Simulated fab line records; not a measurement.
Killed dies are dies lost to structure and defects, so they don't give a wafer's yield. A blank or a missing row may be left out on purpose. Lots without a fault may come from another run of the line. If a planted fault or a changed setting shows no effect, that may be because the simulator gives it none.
fab line records	flow sfqLine	part 2 of 2: steps 30 to 39 of 39
record: lots: 5	wafers: 15	lastDay: 85
route steps=325 shown M0@33 I0@43 M1@58
lots with no fault: from the same line, run without faults
startH: hours from the record's first day to the start of the lot's first wafer shown	waitH: hours since the lot's step before	" repeats the value in the row above	L1.1+2: one row covering several wafers at once	- no value, or no start was given	* or withheld: withheld	< > ~ a bound
route shown NAME@n: names a module that has steps shown in the file, with the first one's number in the route	usual: average and standard deviation across the fault-free wafers	same: alike in all rows	chamber/n: place in a boat	sites: the reading at each site	_std_site: how widely they spread, as a standard deviation	_edge_site: outer sites' mean less inner sites'	radiusMm: for every site, how far away it sits from the centre of the wafer	mask NAME#n: copy n	behind: the last tool/chamber to shape the wafer	hold: cause of the lot's hold/its duration in hours/its outcome	device: the n, p or np transistor that did not switch	end of line: at the end of the route, the tests of the same wafers	step lacking rows: just its recipe	killed: not the wafer's yield, but the dies lost to structure and defects at the first sort	map: a wafer's dies, x killed, . not, _ none there
set.NAME: the setting as run; set.NAME@STEP: as run at that earlier step	model.NAME: the simulator's own value behind a step, which no gauge read
a table for each step, a row for each wafer; lots at some steps of the route
services: from which hour (startH, from the record's first day; less than 0 if before it) a tool's chamber was out of use, for how many hours, and why
== steps ==
step: SFQ_TRILAYER_M1_LITHO_COAT_039
recipe: resist: KrF	spinRpm: 3000	resistThkNm: 600
lot.wafer	tool	chamber	startH	waitH
L075.4+5+6	lithoTrack-01	0	403.96	0.2
L077.3+5+6	lithoTrack-01	0	436.06	0.2
L082.1+4+6	lithoTrack-02	0	482.83	0.2
L084.2+5+6	lithoTrack-02	0	507.12	0.2
L086.1+4+6	lithoTrack-01	0	538.24	0.2
step: SFQ_TRILAYER_M1_LITHO_SOFTBAKE_043
recipe: tempC: withheld	timeS: withheld	resist: KrF
lot.wafer	tool	chamber	startH	waitH
L075.4+5+6	lithoTrack-01	0	404.18	0.2
L077.3+5+6	lithoTrack-01	0	436.31	0.2
L082.1+4+6	lithoTrack-02	0	483.13	0.2
L084.2+5+6	lithoTrack-02	0	507.40	0.2
L086.1+4+6	lithoTrack-01	0	538.54	0.2
step: SFQ_TRILAYER_M1_LITHO_EXPOSE_040
recipe: maskId: M1	na: 0.6	sourceShape: conventional	sigmaOuter: 0.65	targetCdNm: 500	doseMj: 14.4
lot.wafer	tool	chamber	startH	waitH	mask
L075.4+5+6	krfScanner-01	0	404.98	-	M1#0
L077.3+5+6	krfScanner-01	0	598.20	-	M1#0
L082.1+4+6	krfScanner-02	0	635.22	-	M1#0
L084.2+5+6	krfScanner-01	0	649.30	-	M1#0
L086.1+4+6	krfScanner-02	0	673.32	-	M1#0
step: SFQ_TRILAYER_M1_LITHO_PEB_042
recipe: pebTempC: 115	pebTimeS: 60	resist: KrF
lot.wafer	tool	chamber	startH	waitH
L075.4+5+6	lithoTrack-02	0	405.66	0.5
L077.3+5+6	lithoTrack-02	0	599.05	0.7
L082.1+4+6	lithoTrack-03	0	636.42	1.0
L084.2+5+6	lithoTrack-01	0	650.32	0.8
L086.1+4+6	lithoTrack-02	0	674.52	1.0
step: SFQ_TRILAYER_M1_LITHO_DEVELOP_041
recipe: timeS: 60	resist: KrF
lot.wafer	tool	chamber	startH	waitH
L075.4+5+6	lithoTrack-02	0	405.81	0.1
L077.3+5+6	lithoTrack-02	0	599.20	0.1
L082.1+4+6	lithoTrack-03	0	636.57	0.1
L084.2+5+6	lithoTrack-01	0	650.47	0.1
L086.1+4+6	lithoTrack-02	0	674.67	0.1
step: SFQ_M1_OVL_MEAS_911
usual: M1_OVL: 0/5.8
lot.wafer	tool	chamber	startH	waitH	M1_OVL[nm]
L075.4	overlay-02	-	405.90	0.1	-6
L075.5	"	-	"	"	-6
L075.6	"	-	"	"	-5
L077.3	overlay-02	-	599.32	0.1	-2
L077.5	"	-	"	"	0
L077.6	"	-	"	"	5
L082.1	overlay-01	-	636.72	0.1	-15
L082.4	"	-	"	"	-6
L082.6	"	-	"	"	-9
L084.2	overlay-01	-	650.60	0.1	-7
L084.5	"	-	"	"	3
L084.6	"	-	"	"	-8
L086.1	overlay-02	-	674.82	0.1	0
L086.4	"	-	"	"	7
L086.6	"	-	"	"	7
step: SFQ_TRILAYER_M1_BARC_OPEN_METAL_ETCH_054
recipe: maskMaterial: PR	chemistry: O2	targetDepthNm: 125	target: BARC	icpW: 600	biasW: 80	pressureMtorr: 10	timeS: 41.7
usual: chamberPressureMTorr: 10.001/0.0096	drypumpMotorCurrentA: 5.6/0.51	oesProductAu: 0.685/0.0047
lot.wafer	tool	chamber	startH	waitH	chamberPressureMTorr	drypumpMotorCurrentA	oesProductAu	rfHoursCounterH
L075.4	rieMetal-01	1	405.98	0.1	9.996	6.0	0.680	-
L075.5	"	1	"	"	10.010	6.0	0.677	-
L075.6	"	1	"	"	10.007	6.0	0.684	-
L077.3	rieMetal-01	1	599.36	0.0	10.020	6.0	0.681	-
L077.5	"	1	"	"	10.002	6.0	0.692	-
L077.6	"	0	"	"	10.011	5.2	0.685	-
L082.1	rieMetal-04	1	636.76	0.0	10.019	5.7	0.682	42
L082.4	"	1	"	"	9.985	5.6	0.680	-
L082.6	"	1	"	"	9.997	5.7	0.684	-
L084.2	rieMetal-04	0	650.63	0.0	9.994	5.6	0.682	53
L084.5	"	1	"	"	9.994	5.7	0.688	-
L084.6	"	0	"	"	9.986	5.6	0.686	-
L086.1	rieMetal-03	1	674.86	0.0	10.002	4.8	0.681	137
L086.4	"	0	"	"	10.011	6.1	0.682	-
L086.6	"	1	"	"	9.999	4.8	0.690	-
step: SFQ_TRILAYER_M1_ETCH_METAL_ETCH_042
recipe: target: Nb	stopOn: SiO2	maskMaterial: PR	chemistry: Cl2/Ar	targetDepthNm: 240	icpW: 600	biasW: 80	pressureMtorr: 10	timeS: 120
usual: chamberPressureMTorr: 10.000/0.0098	drypumpMotorCurrentA: 5.6/0.52	oesProductAu: 0.894/0.0075
lot.wafer	tool	chamber	startH	waitH	chamberPressureMTorr	drypumpMotorCurrentA	oesProductAu	rfHoursCounterH
L075.4	rieMetal-01	1	406.16	0.2	9.991	6.0	0.900	-
L075.5	"	1	"	"	10.014	6.0	0.889	-
L075.6	"	1	"	"	10.003	6.0	0.901	-
L077.3	rieMetal-01	1	599.44	0.1	9.997	6.0	0.893	-
L077.5	"	1	"	"	9.983	6.0	0.904	-
L077.6	"	0	"	"	9.994	5.2	0.892	-
L082.1	rieMetal-04	1	636.82	0.0	10.016	5.7	0.892	42
L082.4	"	1	"	"	9.995	5.7	0.895	-
L082.6	"	1	"	"	10.008	5.7	0.893	-
L084.2	rieMetal-04	0	650.69	0.0	10.003	5.6	0.902	53
L084.5	"	1	"	"	10.014	5.7	0.903	-
L084.6	"	0	"	"	10.010	5.6	0.901	-
L086.1	rieMetal-03	1	674.92	0.0	10.013	4.8	0.903	137
L086.4	"	0	"	"	9.995	6.1	0.889	-
L086.6	"	1	"	"	9.989	4.8	0.890	-
step: SFQ_TRILAYER_M1_STRIP_STRIP_043
recipe: gas: O2	powerW: 200	platenTempC: 40	overashFraction: 0.65	chemistry: O2	pressureMtorr: 50
usual: chamberPressureMTorr: 50.00/0.048	drypumpMotorCurrentA: 5.6/0.52	oesProductAu: 1.000/0.0086
lot.wafer	tool	chamber	startH	waitH	chamberPressureMTorr	drypumpMotorCurrentA	oesProductAu	rfHoursCounterH
L075.4	rieMetal-01	1	406.89	0.7	50.08	5.9	0.988	-
L075.5	"	1	"	"	49.94	6.0	0.983	-
L075.6	"	1	"	"	49.98	6.0	0.995	-
L077.3	rieMetal-01	1	599.73	0.2	50.09	6.0	0.994	-
L077.5	"	1	"	"	49.95	6.0	0.992	-
L077.6	"	0	"	"	50.04	5.2	0.986	-
L082.1	rieMetal-04	1	636.94	0.1	50.04	5.7	1.003	42
L082.4	"	1	"	"	49.99	5.7	0.995	-
L082.6	"	1	"	"	50.00	5.7	0.995	-
L084.2	rieMetal-04	0	650.82	0.1	50.05	5.6	0.994	54
L084.5	"	1	"	"	49.98	5.7	0.993	-
L084.6	"	0	"	"	49.97	5.6	0.993	-
L086.1	rieMetal-03	1	675.04	0.1	50.01	4.8	1.010	137
L086.4	"	0	"	"	50.01	6.1	1.009	-
L086.6	"	1	"	"	49.99	4.8	1.009	-
step: SFQ_TRILAYER_M1_STRIP_SOLV_CLEAN_044
recipe: chemistry: NMP	tempC: 70	timeS: 600
lot.wafer	tool	chamber	startH	waitH
L075.4+5+6	wetBench-01	5,3,4	407.49	0.4
L077.3+5+6	wetBench-04	5,3,6	600.13	0.2
L082.1+4+6	wetBench-03	1,3,2	637.54	0.4
L084.2+5+6	wetBench-04	3,7,0	651.42	0.4
L086.1+4+6	wetBench-03	4,1,0	675.64	0.4
== services ==
tool	chamber	startH	hours	kind
krfScanner-02	-	144.37	1.3	pm
krfScanner-02	-	215.90	0.3	repair
krfScanner-02	-	250.56	1.0	repair
krfScanner-02	-	251.54	0.8	pm
krfScanner-02	-	313.49	1.0	pm
rieMetal-01	1	314.23	14.9	repair
krfScanner-02	-	317.88	1.0	repair
krfScanner-02	-	321.26	1.3	pm
rieMetal-03	-	330.70	1.2	repair
krfScanner-02	-	371.82	0.5	repair
rieMetal-01	0	403.58	17.5	repair
krfScanner-02	-	419.52	1.8	repair
krfScanner-02	-	421.32	0.8	pm
rieMetal-01	0	435.32	2.9	repair
rieMetal-03	0	449.70	6.4	repair
krfScanner-02	-	455.90	0.9	repair
rieMetal-01	1	469.18	1.5	repair
krfScanner-02	-	480.97	1.0	pm
krfScanner-02	-	496.89	1.3	pm
krfScanner-02	-	516.01	4.0	pm
rieMetal-01	1	566.09	3.0	repair
krfScanner-02	-	572.38	0.2	repair
krfScanner-02	-	589.67	0.8	pm
rieMetal-01	-	637.56	1.4	pm
